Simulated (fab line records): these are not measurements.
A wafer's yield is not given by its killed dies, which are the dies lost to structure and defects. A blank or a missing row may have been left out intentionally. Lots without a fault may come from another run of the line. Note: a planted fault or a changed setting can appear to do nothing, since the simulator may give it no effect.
The tool behind it: which one? || flow gf180mcu || 13 lots with 39 wafers sampled at 4 steps, on a route of 602 steps

== WHAT THE GAUGES SHOWED, per wafer ==
GF_STI_CD_MEAS_12: target cd 220 nm.
{"lot": "L177", "measured": "day 2 16:40", "on": "cd sem-02", "cd nm (nm)": "215.2 215.2 215.7"}
{"lot": "L180", "measured": "day 3 08:22", "on": "cd sem-02", "cd nm (nm)": "235.7 237.8 236.1"}
{"lot": "L181", "measured": "day 3 13:28", "on": "cd sem-01", "cd nm (nm)": "219.9 218.2 218.1"}
{"lot": "L182", "measured": "day 3 18:23", "on": "cd sem-01", "cd nm (nm)": "222.2 221.7 221.4"}
{"lot": "L183", "measured": "day 3 23:46", "on": "cd sem-02", "cd nm (nm)": "221.0 220.7 219.0"}
{"lot": "L184", "measured": "day 4 04:26", "on": "cd sem-02", "cd nm (nm)": "220.1 219.3 220.5"}
{"lot": "L188", "measured": "day 5 03:16", "on": "cd sem-01", "cd nm (nm)": "219.2 220.6 220.5"}
{"lot": "L190", "measured": "day 5 11:56", "on": "cd sem-01", "cd nm (nm)": "220.7 221.5 218.9"}
{"lot": "L191", "measured": "day 5 16:16", "on": "cd sem-01", "cd nm (nm)": "218.8 219.9 219.7"}
{"lot": "L192", "measured": "day 5 21:52", "on": "cd sem-01", "cd nm (nm)": "220.8 219.5 219.9"}
{"lot": "L193", "measured": "day 6 04:36", "on": "cd sem-01", "cd nm (nm)": "219.9 220.0 219.7"}
{"lot": "L196", "measured": "day 6 19:43", "on": "cd sem-01", "cd nm (nm)": "218.5 219.9 217.5"}
{"lot": "L197", "measured": "day 7 01:01", "on": "cd sem-02", "cd nm (nm)": "220.9 220.2 221.0"}

GF_STI_THK_MEAS_24.
{"lot": "L177", "measured": "day 2 19:07", "on": "film metro-02", "STI_CVD_23_THK (nm)": "655 652 650"}
{"lot": "L180", "measured": "day 3 12:37", "on": "film metro-02", "STI_CVD_23_THK (nm)": "639 654 646"}
{"lot": "L181", "measured": "day 3 16:41", "on": "film metro-02", "STI_CVD_23_THK (nm)": "652 667 649"}
{"lot": "L182", "measured": "day 3 20:22", "on": "film metro-01", "STI_CVD_23_THK (nm)": "657 659 654"}
{"lot": "L183", "measured": "day 4 02:53", "on": "film metro-02", "STI_CVD_23_THK (nm)": "654 642 653"}
{"lot": "L184", "measured": "day 4 06:26", "on": "film metro-04", "STI_CVD_23_THK (nm)": "645 644 651"}
{"lot": "L188", "measured": "day 5 05:16", "on": "film metro-04", "STI_CVD_23_THK (nm)": "658 652 646"}
{"lot": "L190", "measured": "day 5 13:55", "on": "film metro-01", "STI_CVD_23_THK (nm)": "660 655 654"}
{"lot": "L191", "measured": "day 5 18:19", "on": "film metro-02", "STI_CVD_23_THK (nm)": "650 654 654"}
{"lot": "L192", "measured": "day 6 00:25", "on": "film metro-02", "STI_CVD_23_THK (nm)": "645 647 646"}
{"lot": "L193", "measured": "day 6 07:53", "on": "film metro-04", "STI_CVD_23_THK (nm)": "665 651 648"}
{"lot": "L196", "measured": "day 6 21:40", "on": "film metro-02", "STI_CVD_23_THK (nm)": "661 658 658"}
{"lot": "L197", "measured": "day 7 03:01", "on": "film metro-02", "STI_CVD_23_THK (nm)": "640 641 650"}

== WHICH TOOL RAN EACH LOT (tool, then ch and the chambers of the sampled wafers, then the start) ==
{"lot": "L177", "GF_STI_EXPOSE_09": "krf scanner-01 ch 0, day 2 10:35", "GF_STI_STRIP_15": "plasma asher-03 ch 0,1, day 2 16:56"}
{"lot": "L180", "GF_STI_EXPOSE_09": "krf scanner-02 ch 0, day 3 02:11", "GF_STI_STRIP_15": "plasma asher-01 ch 0,1, day 3 08:37"}
{"lot": "L181", "GF_STI_EXPOSE_09": "krf scanner-01 ch 0, day 3 07:08", "GF_STI_STRIP_15": "plasma asher-01 ch 0,1, day 3 13:43"}
{"lot": "L182", "GF_STI_EXPOSE_09": "krf scanner-01 ch 0, day 3 11:58", "GF_STI_STRIP_15": "plasma asher-03 ch 0,1, day 3 18:39"}
{"lot": "L183", "GF_STI_EXPOSE_09": "krf scanner-02 ch 0, day 3 17:14", "GF_STI_STRIP_15": "plasma asher-01 ch 0,1, day 4 00:01"}
{"lot": "L184", "GF_STI_EXPOSE_09": "krf scanner-01 ch 0, day 3 22:10", "GF_STI_STRIP_15": "plasma asher-04 ch 0,1, day 4 04:41"}
{"lot": "L188", "GF_STI_EXPOSE_09": "krf scanner-02 ch 0, day 4 20:09", "GF_STI_STRIP_15": "plasma asher-03 ch 0,1, day 5 03:32"}
{"lot": "L190", "GF_STI_EXPOSE_09": "krf scanner-02 ch 0, day 5 05:02", "GF_STI_STRIP_15": "plasma asher-01 ch 0,1, day 5 12:12"}
{"lot": "L191", "GF_STI_EXPOSE_09": "krf scanner-02 ch 0, day 5 09:25", "GF_STI_STRIP_15": "plasma asher-01 ch 0,1, day 5 16:32"}
{"lot": "L192", "GF_STI_EXPOSE_09": "krf scanner-02 ch 0, day 5 14:35", "GF_STI_STRIP_15": "plasma asher-03 ch 0,1, day 5 22:08"}
{"lot": "L193", "GF_STI_EXPOSE_09": "krf scanner-02 ch 0, day 5 21:14", "GF_STI_STRIP_15": "plasma asher-01 ch 0,1, day 6 04:51"}
{"lot": "L196", "GF_STI_EXPOSE_09": "krf scanner-01 ch 0, day 6 12:29", "GF_STI_STRIP_15": "plasma asher-04 ch 0,1, day 6 19:58"}
{"lot": "L197", "GF_STI_EXPOSE_09": "krf scanner-01 ch 0, day 6 17:13", "GF_STI_STRIP_15": "plasma asher-04 ch 0,1, day 7 01:18"}
- GF_STI_EXPOSE_09: exposes mask COMP, target cd 220 nm.
- GF_STI_STRIP_15: strips in O2/N2.

== WHAT THE TOOLS THEMSELVES READ (means of the sampled wafers that have a number; where no wafer has one, the mark that the record gives instead) ==
GF_STI_STRIP_15.
{"lot": "L177", "tool": "plasma asher-03", "drypump motor current A (A)": 5.4, "heater power w (W)": 307, "oes product au (a.u.)": 0.383, "strip time to endpoint s (s)": 3.70}
{"lot": "L180", "tool": "plasma asher-01", "drypump motor current A (A)": 6.1, "heater power w (W)": 337, "oes product au (a.u.)": 0.386, "strip time to endpoint s (s)": 3.76}
{"lot": "L181", "tool": "plasma asher-01", "drypump motor current A (A)": 5.8, "heater power w (W)": 329, "oes product au (a.u.)": 0.379, "strip time to endpoint s (s)": 3.72}
{"lot": "L182", "tool": "plasma asher-03", "drypump motor current A (A)": 5.4, "heater power w (W)": 307, "oes product au (a.u.)": 0.386, "strip time to endpoint s (s)": 3.77}
{"lot": "L183", "tool": "plasma asher-01", "drypump motor current A (A)": 5.8, "heater power w (W)": 332, "oes product au (a.u.)": 0.385, "strip time to endpoint s (s)": 3.69}
{"lot": "L184", "tool": "plasma asher-04", "drypump motor current A (A)": 6.3, "heater power w (W)": 398, "oes product au (a.u.)": 0.384, "strip time to endpoint s (s)": 3.75}
{"lot": "L188", "tool": "plasma asher-03", "drypump motor current A (A)": 5.1, "heater power w (W)": 297, "oes product au (a.u.)": 0.383, "strip time to endpoint s (s)": 3.76}
{"lot": "L190", "tool": "plasma asher-01", "drypump motor current A (A)": 6.1, "heater power w (W)": 340, "oes product au (a.u.)": 0.379, "strip time to endpoint s (s)": 3.72}
{"lot": "L191", "tool": "plasma asher-01", "drypump motor current A (A)": 5.8, "heater power w (W)": 328, "oes product au (a.u.)": 0.384, "strip time to endpoint s (s)": 3.72}
{"lot": "L192", "tool": "plasma asher-03", "drypump motor current A (A)": 5.4, "heater power w (W)": 315, "oes product au (a.u.)": 0.380, "strip time to endpoint s (s)": 3.74}
{"lot": "L193", "tool": "plasma asher-01", "drypump motor current A (A)": 5.8, "heater power w (W)": 329, "oes product au (a.u.)": 0.385, "strip time to endpoint s (s)": 3.72}
{"lot": "L196", "tool": "plasma asher-04", "drypump motor current A (A)": 6.4, "heater power w (W)": 390, "oes product au (a.u.)": 0.384, "strip time to endpoint s (s)": 3.71}
{"lot": "L197", "tool": "plasma asher-04", "drypump motor current A (A)": 6.2, "heater power w (W)": 398, "oes product au (a.u.)": 0.387, "strip time to endpoint s (s)": 3.69}

== THE ANSWER, worked out from the rows above alone ==
Rule: what is usual is taken from the lots themselves. The widest of any qualifying gaps counts: lots, ordered by their means at a reading, are off when they make up no more than a third of the lots, leave a main group of 4 or more, and stand apart from it by 3 or more times the standard deviation of that group's means. A main group is skipped when, at the precision printed for the reading in the tables above, its means are all equal. Also off: a lot with no number at a reading for which 4 or more lots have one. Where the step has rows for the other lots, those lots are counted as sound. After the gauges, taken in route order, come the tools' own readings; for these a lot's mean is taken, as printed above. The first step at which some lot is off is used, and at that step the reading that is off furthest; a lot without a number counts as furthest.
Off, at GF_STI_CD_MEAS_12 on cd nm: L180. The main group has a mean of 219.6 nm with a standard deviation of 1.5.
A tool fits if, at a process step before that reading, it ran every lot that is off, and no sound lot after the first of them. Those tools and the gauges at GF_STI_CD_MEAS_12 are tried in the same way. None of those tried fits.

== WHAT HAD BEEN PUT IN BY THE SIMULATOR ==
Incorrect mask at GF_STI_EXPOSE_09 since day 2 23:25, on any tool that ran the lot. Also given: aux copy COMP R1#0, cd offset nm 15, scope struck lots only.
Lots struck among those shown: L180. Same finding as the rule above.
